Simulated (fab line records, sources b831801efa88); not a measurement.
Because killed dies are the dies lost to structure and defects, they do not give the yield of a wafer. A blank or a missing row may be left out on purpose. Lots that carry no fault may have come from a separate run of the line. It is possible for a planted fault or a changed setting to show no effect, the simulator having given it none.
fab line records + flow sky130
[record]
- lots = 6
- wafers = 18
- last_day = 50
route steps=708 shown VIA2@510 PAD_OPEN@708
lots that met no fault: from a run of the same line without faults
start_h: hours from the record's first day to the start of the lot's first wafer shown + wait_h: time in hours since the lot's previous step + " the same as in the row above + L1.1+2: a single row standing in for several wafers + - no value present, or no start provided + * or withheld: withheld + < > ~ a bound
route shown NAME@n: a module of which the file shows steps, and the number in the route of the first + usual: the fault-free wafers' mean and standard deviation + same: alike in all rows + chamber/n: place in a boat + sites: the reading at each site + _std_site: their standard deviation + _edge_site: the outer-site mean with the inner-site mean subtracted + radius_mm: for every site, how far away it sits from the centre of the wafer + mask NAME#n: copy n + behind: the last tool/chamber to shape the wafer + hold: why the lot went on hold/how many hours it stayed there/how the hold came to an end + device: whichever transistor did not switch (one of n, p or np) + end of line: the route-end tests of the same wafers + for a step that has no rows: nothing shown but its recipe + killed: the dies lost at the first sort to structure and to defects; this is not the yield of the wafer + map: a wafer's dies, x killed, . not, _ none there
set.NAME: the setting that was run; set.NAME@STEP: the one run at that earlier step + model.NAME: the simulator's own value behind a step, which no gauge read
a table for each step, a row for each wafer; lots at some steps of the route
services: when a tool's chamber went out of use (start_h, in hours from the record's first day, below 0 if earlier), for how many hours, and the reason
[[steps]]
[step SKY_VIA2_BOW_MEAS_03]
[recipe]
- mode = bow
[usual]
- VIA2_BOW = 86/7.8
| lot.wafer | tool          | chamber | start_h | wait_h | VIA2_BOW[um] |
|-----------|---------------|---------|---------|--------|--------------|
| L190.1    | film_metro-01 | -       | 847.38  | 0.1    | 87           |
| L190.3    | "             | -       | "       | "      | 96           |
| L190.6    | "             | -       | "       | "      | 68           |
| L191.1    | film_metro-01 | -       | 853.17  | 0.1    | 102          |
| L191.4    | "             | -       | "       | "      | 96           |
| L191.6    | "             | -       | "       | "      | 92           |
| L193.1    | film_metro-02 | -       | 883.52  | 0.2    | 97           |
| L193.2    | "             | -       | "       | "      | 87           |
| L193.3    | "             | -       | "       | "      | 73           |
| L200.1    | film_metro-02 | -       | 919.69  | 0.2    | 78           |
| L200.4    | "             | -       | "       | "      | 87           |
| L200.6    | "             | -       | "       | "      | 87           |
| L207.2    | film_metro-04 | -       | 968.51  | 0.3    | 86           |
| L207.4    | "             | -       | "       | "      | 80           |
| L207.5    | "             | -       | "       | "      | 89           |
| L210.2    | film_metro-04 | -       | 988.86  | 0.1    | 98           |
| L210.5    | "             | -       | "       | "      | 88           |
| L210.6    | "             | -       | "       | "      | 89           |
[step SKY_VIA2_DEHYDRATE_04]
[recipe]
- temp_c = 200
- time_s = 60
[step SKY_VIA2_HMDS_05]
[recipe]
- prime_time_s = 60
- prime_temp_c = 120
[step SKY_VIA2_COAT_06]
[recipe]
- resist = BARC
- temp_c = withheld
- time_s = withheld
- spin_rpm = 3000
- resist_thk_nm = 60
[step SKY_VIA2_COAT_07]
[recipe]
- resist = KrF-thick
- spin_rpm = 3000
- resist_thk_nm = 450
[step SKY_VIA2_SOFTBAKE_08]
[recipe]
- temp_c = 100
- time_s = 90
- resist = KrF-thick
[step SKY_VIA2_EXPOSE_09]
[recipe]
- mask_id = VIM2
- na = 0.8
- source_shape = annular
- sigma_inner = 0.55
- sigma_outer = 0.85
- target_cd_nm = 200
- dose_mj = 38
[step SKY_VIA2_PEB_10]
[recipe]
- peb_temp_c = withheld
- peb_time_s = withheld
- resist = KrF-thick
[step SKY_VIA2_DEVELOP_11]
[recipe]
- develop_time_s = 60
- resist = KrF-thick
- dev_temp_c = 21
[step SKY_VIA2_CD_MEAS_12]
[recipe]
- target_cd_nm = 200
[usual]
- cd_nm = 199.4/1.3
| lot.wafer | tool      | chamber | start_h | wait_h | cd_nm |
|-----------|-----------|---------|---------|--------|-------|
| L190.1    | cd_sem-01 | -       | 874.22  | -      | 198.9 |
| L190.3    | "         | -       | "       | "      | 199.9 |
| L190.6    | "         | -       | "       | "      | 199.9 |
| L191.1    | cd_sem-02 | -       | 879.32  | -      | 199.9 |
| L191.4    | "         | -       | "       | "      | 200.7 |
| L191.6    | "         | -       | "       | "      | 200.6 |
| L193.1    | cd_sem-02 | -       | 909.55  | -      | 200.3 |
| L193.2    | "         | -       | "       | "      | 199.1 |
| L193.3    | "         | -       | "       | "      | 200.0 |
| L200.1    | cd_sem-01 | -       | 944.42  | -      | 197.5 |
| L200.4    | "         | -       | "       | "      | 199.0 |
| L200.6    | "         | -       | "       | "      | 198.1 |
| L207.2    | cd_sem-02 | -       | 992.82  | -      | 198.2 |
| L207.4    | "         | -       | "       | "      | 199.0 |
| L207.5    | "         | -       | "       | "      | 198.3 |
| L210.2    | cd_sem-01 | -       | 1012.33 | -      | 199.0 |
| L210.5    | "         | -       | "       | "      | 198.7 |
| L210.6    | "         | -       | "       | "      | 198.8 |
[step SKY_VIA2_OVL_MEAS_13]
[usual]
- VIA2_OVL = 7/5.2
| lot.wafer | tool       | chamber | start_h | wait_h | VIA2_OVL[nm] |
|-----------|------------|---------|---------|--------|--------------|
| L190.1    | overlay-01 | -       | 874.34  | 0.1    | 11           |
| L190.3    | "          | -       | "       | "      | 9            |
| L190.6    | "          | -       | "       | "      | 5            |
| L191.1    | overlay-02 | -       | 879.44  | 0.1    | 8            |
| L191.4    | "          | -       | "       | "      | 16           |
| L191.6    | "          | -       | "       | "      | 9            |
| L193.1    | overlay-01 | -       | 909.67  | 0.1    | 4            |
| L193.2    | "          | -       | "       | "      | 7            |
| L193.3    | "          | -       | "       | "      | 11           |
| L200.1    | overlay-01 | -       | 944.54  | 0.1    | 9            |
| L200.4    | "          | -       | "       | "      | 10           |
| L200.6    | "          | -       | "       | "      | 18           |
| L207.2    | overlay-01 | -       | 992.93  | 0.1    | 5            |
| L207.4    | "          | -       | "       | "      | 5            |
| L207.5    | "          | -       | "       | "      | 5            |
| L210.2    | overlay-02 | -       | 1012.43 | 0.1    | 13           |
| L210.5    | "          | -       | "       | "      | 11           |
| L210.6    | "          | -       | "       | "      | 16           |
[step SKY_VIA2_ETCH_14]
[recipe]
- chemistry = N2/H2
- target = BARC
- ion_energy_ev = 200
- source_w = 500
- bias_w = 100
- pressure_mtorr = 30
- n2_flow_sccm = 100
- h2_flow_sccm = 200
- stop_on = SiO2
- time_s = 45.9
- target_depth_a = 600
[usual]
- drypump_motor_current_A = 5.8/0.48
- oes_product_au = 0.855/0.0043
- throttle_valve_pct = 13.225/0.0085
| lot.wafer | tool        | chamber | start_h | wait_h | drypump_motor_current_A | oes_product_au | rf_hours_counter_h | throttle_valve_pct |
|-----------|-------------|---------|---------|--------|-------------------------|----------------|--------------------|--------------------|
| L190.1    | rie_diel-03 | 0       | 874.38  | 0.0    | 6.1                     | 0.870          | 15                 | 13.224             |
| L190.3    | "           | 1       | "       | "      | 6.6                     | 0.861          | 15                 | 13.239             |
| L190.6    | "           | 1       | "       | "      | 6.6                     | 0.849          | -                  | 13.225             |
| L191.1    | rie_diel-02 | 1       | 879.48  | 0.0    | 5.3                     | 0.860          | 20                 | 13.246             |
| L191.4    | "           | 3       | "       | "      | 6.2                     | 0.852          | 8                  | 13.212             |
| L191.6    | "           | 2       | "       | "      | 5.8                     | 0.850          | -                  | 13.228             |
| L193.1    | rie_diel-03 | 1       | 909.71  | 0.0    | 6.6                     | 0.855          | 16                 | 13.221             |
| L193.2    | "           | 2       | "       | "      | 6.3                     | 0.863          | 4                  | 13.225             |
| L193.3    | "           | 0       | "       | "      | 6.1                     | 0.858          | 16                 | 13.230             |
| L200.1    | rie_diel-03 | 0       | 944.58  | 0.0    | 6.2                     | 0.849          | 17                 | 13.219             |
| L200.4    | "           | 2       | "       | "      | 6.3                     | 0.857          | 5                  | 13.211             |
| L200.6    | "           | 1       | "       | "      | 6.6                     | 0.852          | -                  | 13.223             |
| L207.2    | rie_diel-02 | 2       | 992.96  | 0.0    | 5.7                     | 0.860          | 16                 | 13.223             |
| L207.4    | "           | 1       | "       | "      | 5.3                     | 0.854          | 1                  | 13.219             |
| L207.5    | "           | 1       | "       | "      | 5.3                     | 0.858          | -                  | 13.238             |
| L210.2    | rie_diel-02 | 0       | 1012.46 | 0.0    | 5.4                     | 0.852          | 13                 | 13.213             |
| L210.5    | "           | 0       | "       | "      | 5.4                     | 0.849          | -                  | 13.237             |
| L210.6    | "           | 1       | "       | "      | 5.3                     | 0.856          | -                  | 13.227             |
[step SKY_VIA2_ETCH_15]
[recipe]
- target = SiO2
- chemistry = C4F8/O2/Ar
- target_depth_nm = 546
- stop_on = TiN
- mask_material = KrF-thick
- source_w = 1500
- bias_w = 1200
- pressure_mtorr = 40
- c4f8_flow_sccm = withheld
- O2_flow_sccm = 6
- Ar_flow_sccm = 300
- time_s = 84
[usual]
- oes_product_au = 0.939/0.0045
| lot.wafer | tool        | chamber | start_h | wait_h | oes_product_au | rf_hours_counter_h | model.VIA2.feature_depth_nm | model.etch.depth_nm | model.KrF-thick_of_VIA2_COAT_07.thk_nm |
|-----------|-------------|---------|---------|--------|----------------|--------------------|-----------------------------|---------------------|----------------------------------------|
| L190.1    | rie_diel-03 | 0       | 874.42  | 0.0    | 0.946          | 15                 | 495.8                       | 495.8               | 283.4                                  |
| L190.3    | "           | 1       | "       | "      | 0.938          | 15                 | 495.1                       | 495.1               | 282.1                                  |
| L190.6    | "           | 1       | "       | "      | 0.941          | -                  | 495.5                       | 495.5               | 282                                    |
| L191.1    | rie_diel-02 | 1       | 879.52  | 0.0    | 0.938          | 20                 | 494.7                       | 494.7               | 282.6                                  |
| L191.4    | "           | 3       | "       | "      | 0.935          | 8                  | 495.7                       | 495.7               | 281.6                                  |
| L191.6    | "           | 2       | "       | "      | 0.936          | -                  | 495.7                       | 495.7               | 286.5                                  |
| L193.1    | rie_diel-03 | 1       | 909.75  | 0.0    | 0.942          | 17                 | 494.1                       | 494.1               | 281.8                                  |
| L193.2    | "           | 2       | "       | "      | 0.808          | 4                  | 379.6                       | 379.6               | 316.7                                  |
| L193.3    | "           | 0       | "       | "      | 0.937          | 16                 | 494.8                       | 494.8               | 285.3                                  |
| L200.1    | rie_diel-03 | 0       | 944.62  | 0.0    | 0.938          | 17                 | 494.3                       | 494.3               | 285.5                                  |
| L200.4    | "           | 2       | "       | "      | 0.814          | 5                  | 385.7                       | 385.7               | 316.1                                  |
| L200.6    | "           | 1       | "       | "      | 0.935          | -                  | 494.2                       | 494.2               | 283.9                                  |
| L207.2    | rie_diel-02 | 2       | 993.00  | 0.0    | 0.936          | 16                 | 494.8                       | 494.8               | 286.4                                  |
| L207.4    | "           | 1       | "       | "      | 0.935          | 1                  | 494.2                       | 494.2               | 283.2                                  |
| L207.5    | "           | 1       | "       | "      | 0.938          | -                  | 495.8                       | 495.8               | 281.6                                  |
| L210.2    | rie_diel-02 | 0       | 1012.50 | 0.0    | 0.945          | 13                 | 495.9                       | 495.9               | 284.5                                  |
| L210.5    | "           | 0       | "       | "      | 0.934          | -                  | 494.3                       | 494.3               | 285.3                                  |
| L210.6    | "           | 1       | "       | "      | 0.939          | -                  | 494.6                       | 494.6               | 278.5                                  |
[step SKY_VIA2_STRIP_16]
[recipe]
- chemistry = O2/N2
- power_w = 1400
- pressure_mtorr = 1500
- platen_temp_c = withheld
- o2_flow_sccm = 3000
- n2_flow_sccm = 300
- overash_fraction = 0.5
[usual]
- drypump_motor_current_A = 5.4/0.3
- oes_product_au = 0.399/0.0043
- strip_time_to_endpoint_s = 4.051/0.026
[same]
- overash_fraction = 0.5
| lot.wafer | tool            | chamber | start_h | wait_h | drypump_motor_current_A | oes_product_au | rf_hours_counter_h | strip_time_to_endpoint_s |
|-----------|-----------------|---------|---------|--------|-------------------------|----------------|--------------------|--------------------------|
| L190.1    | plasma_asher-03 | 0       | 874.48  | 0.0    | 5.3                     | 0.397          | 75                 | 4.053                    |
| L190.3    | "               | 1       | "       | "      | 5.2                     | 0.391          | -                  | 4.027                    |
| L190.6    | "               | 0       | "       | "      | 5.3                     | 0.399          | -                  | 4.044                    |
| L191.1    | plasma_asher-02 | 1       | 879.58  | 0.0    | 5.7                     | 0.401          | 12                 | 4.056                    |
| L191.4    | "               | 1       | "       | "      | 5.8                     | 0.398          | -                  | 4.030                    |
| L191.6    | "               | 0       | "       | "      | 5.0                     | 0.403          | -                  | 4.097                    |
| L193.1    | plasma_asher-02 | 0       | 909.81  | 0.0    | 5.1                     | 0.397          | 15                 | 4.046                    |
| L193.2    | "               | 1       | "       | "      | 5.8                     | 0.411          | 15                 | 4.405                    |
| L193.3    | "               | 1       | "       | "      | 5.7                     | 0.394          | -                  | 4.077                    |
| L200.1    | plasma_asher-03 | 0       | 944.68  | 0.0    | 5.3                     | 0.404          | 83                 | 4.080                    |
| L200.4    | "               | 1       | "       | "      | 5.3                     | 0.413          | -                  | 4.401                    |
| L200.6    | "               | 0       | "       | "      | 5.3                     | 0.408          | -                  | 4.061                    |
| L207.2    | plasma_asher-04 | 1       | 993.06  | 0.0    | 5.8                     | 0.399          | 121                | 4.084                    |
| L207.4    | "               | 0       | "       | "      | 5.1                     | 0.396          | -                  | 4.044                    |
| L207.5    | "               | 1       | "       | "      | 5.8                     | 0.392          | -                  | 4.033                    |
| L210.2    | plasma_asher-02 | 0       | 1012.57 | 0.0    | 5.1                     | 0.398          | 22                 | 4.068                    |
| L210.5    | "               | 0       | "       | "      | 5.1                     | 0.398          | -                  | 4.066                    |
| L210.6    | "               | 1       | "       | "      | 5.7                     | 0.398          | -                  | 3.997                    |
[step SKY_VIA2_STRIP_17]
[recipe]
- chemistry = post_etch_residue_remover
- time_s = 1200
- temp_c = 72.5
[step SKY_PAD_OPEN_PROBE_99]
[usual]
- defect_limited_yield = 82.6/1.8
- killed_at_M0_to_M3 = 43/6.6
- killed_at_M4_up = 2.9/1.6
- killed_at_contacts = 24/4.9
- killed_at_front_end = 15/4.5
- killed_at_other = 0.2/0.45
- killed_dies = 86/8.8
- killed_on_rim = 16/4.2
- killed_open = 48/6.4
- killed_short = 38/5.6
- sort_bin_3_pad_short = 0.8/0.38
- sort_bin_5_function = 10.2/1.4
- sort_bin_6_memory = 6.4/1.1
- sort_n_pass = 406/8.8
- sort_yield_pct = 82.6/1.8
[same]
- gross_dies = 492
- killed_at_back_side = 0
- sort_bin_4_leakage[%] = 0
- sort_bin_8_speed[%] = 0
| lot.wafer | tool      | chamber | start_h | wait_h | hold                     | defect_limited_yield[%] | killed_at_M0_to_M3 | killed_at_M4_up | killed_at_contacts | killed_at_front_end | killed_at_other | killed_dies | killed_on_rim | killed_open | killed_short | sort_bin_3_pad_short[%] | sort_bin_5_function[%] | sort_bin_6_memory[%] | sort_n_pass | sort_yield_pct[%] |
|-----------|-----------|---------|---------|--------|--------------------------|-------------------------|--------------------|-----------------|--------------------|---------------------|-----------------|-------------|---------------|-------------|--------------|-------------------------|------------------------|----------------------|-------------|-------------------|
| L190.1    | prober-01 | -       | 1097.07 | 0.1    | -                        | 83.9                    | 34                 | 3               | 30                 | 12                  | 0               | 79          | 18            | 48          | 31           | 0.2                     | 10.8                   | 5.1                  | 413         | 83.9              |
| L190.3    | prober-01 | -       | 1097.17 | 0.2    | -                        | 82.3                    | 44                 | 2               | 28                 | 13                  | 0               | 87          | 13            | 44          | 43           | 0.8                     | 11.2                   | 5.7                  | 405         | 82.3              |
| L190.6    | prober-01 | -       | 1097.32 | 0.2    | -                        | 85.4                    | 38                 | 3               | 18                 | 13                  | 0               | 72          | 6             | 40          | 32           | 1.2                     | 8.5                    | 4.9                  | 420         | 85.4              |
| L191.1    | prober-02 | -       | 1102.94 | 0.1    | -                        | 86.0                    | 38                 | 4               | 12                 | 15                  | 0               | 69          | 11            | 36          | 33           | 0.8                     | 6.3                    | 6.9                  | 423         | 86.0              |
| L191.4    | prober-02 | -       | 1103.09 | 0.2    | -                        | 83.9                    | 39                 | 4               | 18                 | 17                  | 1               | 79          | 15            | 41          | 38           | 0.4                     | 9.6                    | 6.1                  | 413         | 83.9              |
| L191.6    | prober-02 | -       | 1103.19 | 0.2    | -                        | 86.2                    | 26                 | 4               | 26                 | 12                  | 0               | 68          | 16            | 43          | 25           | 0.8                     | 8.5                    | 4.5                  | 424         | 86.2              |
| L193.1    | prober-01 | -       | 1126.24 | 0.1    | await_dispo/2.8h/release | 83.9                    | 42                 | 3               | 17                 | 17                  | 0               | 79          | 16            | 46          | 33           | 1.2                     | 9.1                    | 5.7                  | 413         | 83.9              |
| L193.2    | prober-01 | -       | 1126.29 | 0.1    | await_dispo/2.8h/release | 0                       | 455                | 6               | 21                 | 10                  | 0               | 492         | 96            | 38          | 36           | 0.8                     | 92.7                   | 6.5                  | 0           | 0                 |
| L193.3    | prober-01 | -       | 1126.34 | 0.2    | await_dispo/2.8h/release | 80.5                    | 50                 | 3               | 25                 | 18                  | 0               | 96          | 22            | 58          | 38           | 1.2                     | 8.9                    | 9.3                  | 396         | 80.5              |
| L200.1    | prober-01 | -       | 1153.32 | 0.1    | await_dispo/0.7h/release | 82.9                    | 40                 | 4               | 25                 | 15                  | 0               | 84          | 15            | 48          | 36           | 1.0                     | 11.8                   | 4.3                  | 408         | 82.9              |
| L200.4    | prober-01 | -       | 1153.47 | 0.2    | await_dispo/0.7h/release | 0                       | 450                | 3               | 16                 | 22                  | 1               | 492         | 96            | 62          | 33           | 1.4                     | 91.5                   | 7.1                  | 0           | 0                 |
| L200.6    | prober-01 | -       | 1153.57 | 0.2    | await_dispo/0.7h/release | 82.7                    | 38                 | 3               | 25                 | 19                  | 0               | 85          | 11            | 43          | 42           | 0.6                     | 11.0                   | 5.7                  | 407         | 82.7              |
| L207.2    | prober-01 | -       | 1188.29 | 0.1    | -                        | 85.2                    | 33                 | 3               | 23                 | 14                  | 0               | 73          | 15            | 44          | 29           | 0.2                     | 9.6                    | 5.1                  | 419         | 85.2              |
| L207.4    | prober-01 | -       | 1188.39 | 0.2    | -                        | 83.1                    | 41                 | 2               | 24                 | 16                  | 0               | 83          | 13            | 45          | 38           | 1.2                     | 9.1                    | 6.5                  | 409         | 83.1              |
| L207.5    | prober-01 | -       | 1188.44 | 0.2    | -                        | 83.1                    | 40                 | 2               | 20                 | 21                  | 0               | 83          | 23            | 43          | 40           | 0.4                     | 10.0                   | 6.5                  | 409         | 83.1              |
| L210.2    | prober-02 | -       | 1203.83 | 0.1    | -                        | 88.6                    | 27                 | 2               | 21                 | 6                   | 0               | 56          | 9             | 31          | 25           | 0.6                     | 6.5                    | 4.3                  | 436         | 88.6              |
| L210.5    | prober-02 | -       | 1203.98 | 0.2    | -                        | 82.9                    | 44                 | 6               | 29                 | 5                   | 0               | 84          | 13            | 49          | 35           | 1.2                     | 9.3                    | 6.5                  | 408         | 82.9              |
| L210.6    | prober-02 | -       | 1204.03 | 0.2    | -                        | 85.6                    | 34                 | 2               | 26                 | 9                   | 0               | 71          | 18            | 35          | 36           | 0.4                     | 8.7                    | 5.3                  | 421         | 85.6              |
// killed by level:class
L190.1 LI_CONTACT:geometric_particle:open=10 CONTACT:geometric_particle:open=9 VIA3:geometric_particle:open=8 VIA1:geometric_particle:open=6 VIA2:geometric_particle:short=5 CONTACT:geometric_particle:short=4 FIELD_ISO:geometric_particle:short=3 POLY_GATE:geometric_particle:open=3
L190.3 CONTACT:geometric_particle:open=13 VIA1:geometric_particle:open=11 LOCAL_INTERCONNECT:geometric_particle:short=7 METAL1:geometric_particle:short=6 METAL2:geometric_particle:short=6 VIA2:geometric_particle:open=6 FIELD_ISO:geometric_particle:short=5 VIA3:geometric_particle:open=5
L190.6 VIA1:geometric_particle:open=11 CONTACT:geometric_particle:open=8 VIA1:geometric_particle:short=5 METAL2:geometric_particle:short=5 FIELD_ISO:geometric_particle:open=4 FIELD_ISO:geometric_particle:short=3 LI_CONTACT:geometric_particle:open=3 LOCAL_INTERCONNECT:geometric_particle:open=3
L191.1 VIA1:geometric_particle:open=8 FIELD_ISO:geometric_particle:open=5 CONTACT:geometric_particle:open=5 CONTACT:geometric_particle:short=4 METAL1:geometric_particle:short=4 METAL2:geometric_particle:short=4 VIA2:geometric_particle:short=4 METAL3:geometric_particle:short=4
L191.4 VIA2:geometric_particle:open=11 VIA1:geometric_particle:open=9 POLY_GATE:geometric_particle:short=6 CONTACT:geometric_particle:open=6 LOCAL_INTERCONNECT:geometric_particle:short=4 VIA3:geometric_particle:open=4 FIELD_ISO:geometric_particle:short=3 SPACER:geometric_particle:short=3
L191.6 LI_CONTACT:geometric_particle:open=10 CONTACT:geometric_particle:open=10 VIA3:geometric_particle:open=7 POLY_GATE:geometric_particle:open=5 VIA1:geometric_particle:open=5 VIA3:geometric_particle:short=3 LOCAL_INTERCONNECT:geometric_particle:short=3 CONTACT:geometric_particle:short=3
L193.1 LI_CONTACT:geometric_particle:open=10 VIA1:geometric_particle:open=7 VIA2:geometric_particle:open=7 VIA3:geometric_particle:open=6 POLY_GATE:geometric_particle:short=5 VIA2:geometric_particle:short=5 FIELD_ISO:geometric_particle:open=4 METAL1:geometric_particle:short=4
L193.2 VIA2:area_etch=418 CONTACT:geometric_particle:open=9 LI_CONTACT:geometric_particle:open=6 METAL1:geometric_particle:short=6 METAL4:geometric_particle:short=6 VIA1:geometric_particle:open=6 VIA2:geometric_particle:open=6 METAL2:geometric_particle:short=4
L193.3 LI_CONTACT:geometric_particle:open=13 CONTACT:geometric_particle:open=10 VIA1:geometric_particle:open=10 METAL1:geometric_particle:short=8 VIA2:geometric_particle:open=7 METAL2:geometric_particle:short=7 FIELD_ISO:geometric_particle:open=6 FIELD_ISO:geometric_particle:short=5
L200.1 VIA3:geometric_particle:open=9 CONTACT:geometric_particle:open=7 VIA1:geometric_particle:open=7 VIA2:geometric_particle:open=7 FIELD_ISO:geometric_particle:short=5 LI_CONTACT:geometric_particle:open=5 VIA1:geometric_particle:short=5 FIELD_ISO:geometric_particle:open=4
L200.4 VIA2:area_etch=397 VIA1:geometric_particle:open=14 VIA3:geometric_particle:open=9 VIA2:geometric_particle:open=9 POLY_GATE:geometric_particle:short=6 FIELD_ISO:geometric_particle:open=6 CONTACT:geometric_particle:open=6 METAL3:geometric_particle:short=5
L200.6 VIA1:geometric_particle:open=8 POLY_GATE:geometric_particle:open=7 CONTACT:geometric_particle:open=7 VIA2:geometric_particle:open=7 METAL3:geometric_particle:short=7 LI_CONTACT:geometric_particle:open=6 LI_CONTACT:geometric_particle:short=5 FIELD_ISO:geometric_particle:short=4
L207.2 CONTACT:geometric_particle:open=8 LI_CONTACT:geometric_particle:open=7 VIA1:geometric_particle:open=6 VIA3:geometric_particle:open=6 FIELD_ISO:geometric_particle:open=5 METAL1:geometric_particle:short=5 VIA2:geometric_particle:open=5 CONTACT:geometric_particle:short=4
L207.4 VIA1:geometric_particle:open=9 FIELD_ISO:geometric_particle:open=6 LI_CONTACT:geometric_particle:open=6 VIA2:geometric_particle:open=6 CONTACT:geometric_particle:open=5 CONTACT:geometric_particle:short=5 METAL2:geometric_particle:short=5 METAL3:geometric_particle:short=4
L207.5 CONTACT:geometric_particle:open=9 VIA1:geometric_particle:open=7 POLY_GATE:geometric_particle:open=6 VIA2:geometric_particle:short=6 VIA2:geometric_particle:open=6 FIELD_ISO:geometric_particle:short=5 CONTACT:geometric_particle:short=5 POLY_GATE:geometric_particle:short=4
L210.2 VIA1:geometric_particle:open=7 LI_CONTACT:geometric_particle:open=6 VIA2:geometric_particle:open=6 CONTACT:geometric_particle:open=5 LI_CONTACT:geometric_particle:short=4 METAL1:geometric_particle:short=4 LOCAL_INTERCONNECT:geometric_particle:short=3 VIA1:geometric_particle:short=3
L210.5 VIA1:geometric_particle:open=14 CONTACT:geometric_particle:open=10 VIA2:geometric_particle:open=10 LI_CONTACT:geometric_particle:open=9 VIA1:geometric_particle:short=6 METAL4:geometric_particle:short=5 LOCAL_INTERCONNECT:geometric_particle:short=4 METAL1:geometric_particle:short=4
L210.6 CONTACT:geometric_particle:open=11 VIA1:geometric_particle:open=8 CONTACT:geometric_particle:short=6 METAL2:geometric_particle:short=6 VIA3:geometric_particle:open=5 LI_CONTACT:geometric_particle:short=4 LI_CONTACT:geometric_particle:open=4 VIA2:geometric_particle:short=4
// map L193.2 (x killed, . not)
__________xxxxxxxxxx_________
________xxxxxxxxxxxxxx_______
______xxxxxxxxxxxxxxxxxx_____
_____xxxxxxxxxxxxxxxxxxxx____
____xxxxxxxxxxxxxxxxxxxxxx___
___xxxxxxxxxxxxxxxxxxxxxxxx__
__xxxxxxxxxxxxxxxxxxxxxxxxxx_
_xxxxxxxxxxxxxxxxxxxxxxxxxxxx
_xxxxxxxxxxxxxxxxxxxxxxxxxxxx
_xxxxxxxxxxxxxxxxxxxxxxxxxxxx
_xxxxxxxxxxxxxxxxxxxxxxxxxxxx
_xxxxxxxxxxxxxxxxxxxxxxxxxxxx
_xxxxxxxxxxxxxxxxxxxxxxxxxxxx
_xxxxxxxxxxxxxxxxxxxxxxxxxxxx
_xxxxxxxxxxxxxxxxxxxxxxxxxxxx
__xxxxxxxxxxxxxxxxxxxxxxxxxx_
___xxxxxxxxxxxxxxxxxxxxxxxx__
____xxxxxxxxxxxxxxxxxxxxxx___
_____xxxxxxxxxxxxxxxxxxxx____
______xxxxxxxxxxxxxxxxxx_____
________xxxxxxxxxxxxxx_______
__________xxxxxxxxxx_________
// map L200.4 (x killed, . not)
__________xxxxxxxxxx_________
________xxxxxxxxxxxxxx_______
______xxxxxxxxxxxxxxxxxx_____
_____xxxxxxxxxxxxxxxxxxxx____
____xxxxxxxxxxxxxxxxxxxxxx___
___xxxxxxxxxxxxxxxxxxxxxxxx__
__xxxxxxxxxxxxxxxxxxxxxxxxxx_
_xxxxxxxxxxxxxxxxxxxxxxxxxxxx
_xxxxxxxxxxxxxxxxxxxxxxxxxxxx
_xxxxxxxxxxxxxxxxxxxxxxxxxxxx
_xxxxxxxxxxxxxxxxxxxxxxxxxxxx
_xxxxxxxxxxxxxxxxxxxxxxxxxxxx
_xxxxxxxxxxxxxxxxxxxxxxxxxxxx
_xxxxxxxxxxxxxxxxxxxxxxxxxxxx
_xxxxxxxxxxxxxxxxxxxxxxxxxxxx
__xxxxxxxxxxxxxxxxxxxxxxxxxx_
___xxxxxxxxxxxxxxxxxxxxxxxx__
____xxxxxxxxxxxxxxxxxxxxxx___
_____xxxxxxxxxxxxxxxxxxxx____
______xxxxxxxxxxxxxxxxxx_____
________xxxxxxxxxxxxxx_______
__________xxxxxxxxxx_________
[[services]]
| tool            | chamber | start_h | hours | kind           |
|-----------------|---------|---------|-------|----------------|
| rie_diel-03     | 1       | 855.68  | 4.3   | repair         |
| rie_diel-03     | 3       | 871.34  | 9.9   | repair         |
| plasma_asher-02 | -       | 907.51  | 1.2   | repair         |
| plasma_asher-02 | -       | 923.91  | 30.0  | repair         |
| rie_diel-03     | 1       | 930.80  | 9.1   | repair         |
| rie_diel-03     | -       | 942.21  | 0.3   | repair         |
| rie_diel-03     | -       | 945.25  | 1.2   | repair         |
| rie_diel-02     | 2       | 946.10  | 2.4   | repair         |
| plasma_asher-03 | -       | 949.55  | 1.3   | repair         |
| rie_diel-03     | 2       | 953.20  | 3.7   | repair         |
| rie_diel-02     | 1       | 956.64  | -     | clean          |
| rie_diel-02     | 1       | 956.64  | 19.3  | scheduled_down |
| rie_diel-02     | 1       | 956.64  | 19.3  | vent_cycle     |
| rie_diel-03     | 2       | 964.85  | 22.9  | repair         |
| rie_diel-03     | 0       | 973.20  | 2.9   | repair         |
| rie_diel-03     | 1       | 974.58  | 2.7   | repair         |
| rie_diel-02     | 3       | 993.78  | 1.5   | repair         |
| rie_diel-02     | 0       | 994.21  | 11.4  | repair         |
[[key]]
[first_sign]
- step = SKY_VIA2_ETCH_15
- reading = oes_product_au
- direction = down
- sigmas = 28
- usual = 0.939
- struck = 0.811
[effect]
- step = SKY_VIA2_STRIP_16
- reading = strip_time_to_endpoint_s
- direction = up
- sigmas = 14
- usual = *
- struck = *
[effect]
- step = SKY_PAD_OPEN_PROBE_99
- reading = killed_at_M0_to_M3
- direction = up
- sigmas = 62
- usual = 43
- struck = 452
[model_effect]
- step = SKY_VIA2_ETCH_15
- value = VIA2.feature_depth_nm
- without = 494.5
- struck = 382.7
[more_kills_born_at]
- SKY_VIA2_ETCH_15@rie_diel-03 = 815
met_at SKY_VIA2_ETCH_15
struck_wafers L193.2,L200.4
later_rows_left_out L193.2,L200.4
onset_between 874.42 909.75
[fault]
- kind = process_parameter_drift
- tool = rie_diel-03
- chamber = -
- onset_h = 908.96
- steps = SKY_VIA2_ETCH_15
- channel = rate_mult
- offset = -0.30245
- shape = step
- end_h = 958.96
- scope = struck_wafers_only
// later_rows_left_out: the simulator's readings of these wafers behind a module that went badly wrong aren't trusted and aren't shown, but for the sort
